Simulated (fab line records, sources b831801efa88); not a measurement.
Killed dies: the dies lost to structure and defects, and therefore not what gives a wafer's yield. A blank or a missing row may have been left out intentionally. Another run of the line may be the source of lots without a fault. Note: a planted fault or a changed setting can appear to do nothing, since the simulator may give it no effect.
Comparing a struck lot with a sound one	flow sky130	18 out of 708 route steps
Sound: the wafers L344.2, L344.3, L344.5. The struck wafers were L362.2, L362.3, L362.6. At the end, the cause is stated.
Order at every step that has rows: each side's tool, ch and its chambers, its first start. Under that, the readings that differ: sound wafers	struck wafers	difference of the means	sigmas: that difference in standard deviations of wafers without a fault.
alike: readings whose means differ by less than 2 such deviations, and words and numbers that are the same on both sides. not compared: withheld readings, readings that some wafer has no value for, bounds like >300 that may hide the same value, and numbers for which the record gives no deviation and whose values overlap.
A row with sigmas, a row that says differs or no value, or rows on one side alone: a step with any of these is where the two part. Non-overlapping numbers with no deviation appear without sigmas and do not part them. A reading missing from all wafers of one side parts the sides only when that side holds two or more wafers.

first, 4 steps without rows for these wafers: SKY_VT_ADJUST_LVTN_SOFTBAKE_14 (time 60 s); SKY_VT_ADJUST_LVTN_EXPOSE_15 (exposes mask HVN STD DERIVED, target cd 600 nm); SKY_VT_ADJUST_LVTN_PEB_16; SKY_VT_ADJUST_LVTN_DEVELOP_17 (develop time 60 s).
SKY_VT_ADJUST_LVTN_OVL_MEAS_18:
  sound: overlay-02 at day 7 20:51; struck: overlay-01 at day 13 08:00
  alike: VT_ADJUST_LVTN_01_OVL
following that, these wafers have no rows for 1 step: SKY_VT_ADJUST_LVTN_IMPLANT_19.
SKY_VT_ADJUST_LVTN_STRIP_20: strips in O2/N2.
  sound on plasma_asher-02 ch 0,1, day 7 21:02; struck on plasma_asher-04 ch 1, day 13 08:11
  alike: chamber_pressure_mTorr, drypump_motor_current_A, n2_flow_sccm, oes_product_au, strip_time_to_endpoint_s
  not compared: rf_hours_counter_h
SKY_VT_ADJUST_LVTN_TW_MEAS_21:
  sound: film_metro-04 at day 7 21:08; struck: film_metro-01 at day 13 08:17
  alike: VT_ADJUST_LVTN_2_TW
then, 4 steps without rows for these wafers: SKY_VT_ADJUST_NCORE_DEHYDRATE_00 (time 60 s); SKY_VT_ADJUST_NCORE_HMDS_01 (prime time 60 s); SKY_VT_ADJUST_NCORE_COAT_02 (resist thk 1130 nm); SKY_VT_ADJUST_NCORE_SOFTBAKE_03 (time 60 s).
SKY_VT_ADJUST_NCORE_EXPOSE_04: exposes mask LVTN COMPLEMENT THIN, target cd 380 nm.
  sound on iline_stepper-01 ch 0, day 8 06:43; struck on iline_stepper-01 ch 0, day 13 21:22
  alike: mask
then, 2 steps without rows for these wafers: SKY_VT_ADJUST_NCORE_PEB_05; SKY_VT_ADJUST_NCORE_DEVELOP_06 (develop time 60 s).
SKY_VT_ADJUST_NCORE_CD_MEAS_07: the cd target is 380 nm.
  sound: cd_sem-02 at day 8 17:34; struck: cd_sem-02 at day 14 10:49
reading	sound	struck	difference	sigmas
cd_nm (nm)	380.9 385.5 381.4	372.6 365.3 360.1	-16.6	-8
  not compared: hold
SKY_VT_ADJUST_NCORE_OVL_MEAS_08:
  sound: overlay-02 at day 8 17:41; struck: overlay-02 at day 14 15:11
reading	sound	struck	difference	sigmas
hold	- - -	await_dispo/4.3h/release await_dispo/4.3h/release await_dispo/4.3h/release	no value on the sound wafers	
  alike: VT_ADJUST_NCORE_OVL
-- record jumps: 36 days separate the struck wafers' starts on either side; left off in module VT_ADJUST_NCORE, taken up again in module PAD_OPEN, whose first shown step is the route's number 708 --
SKY_PAD_OPEN_PROBE_99:
  the record has rows for the struck wafers here (prober-02, day 50 06:28) and none for the sound ones

## WHERE THEY PART
Earliest at SKY_VT_ADJUST_NCORE_CD_MEAS_07; latest, in this record, at SKY_PAD_OPEN_PROBE_99.

WHY: whatever the simulator had introduced
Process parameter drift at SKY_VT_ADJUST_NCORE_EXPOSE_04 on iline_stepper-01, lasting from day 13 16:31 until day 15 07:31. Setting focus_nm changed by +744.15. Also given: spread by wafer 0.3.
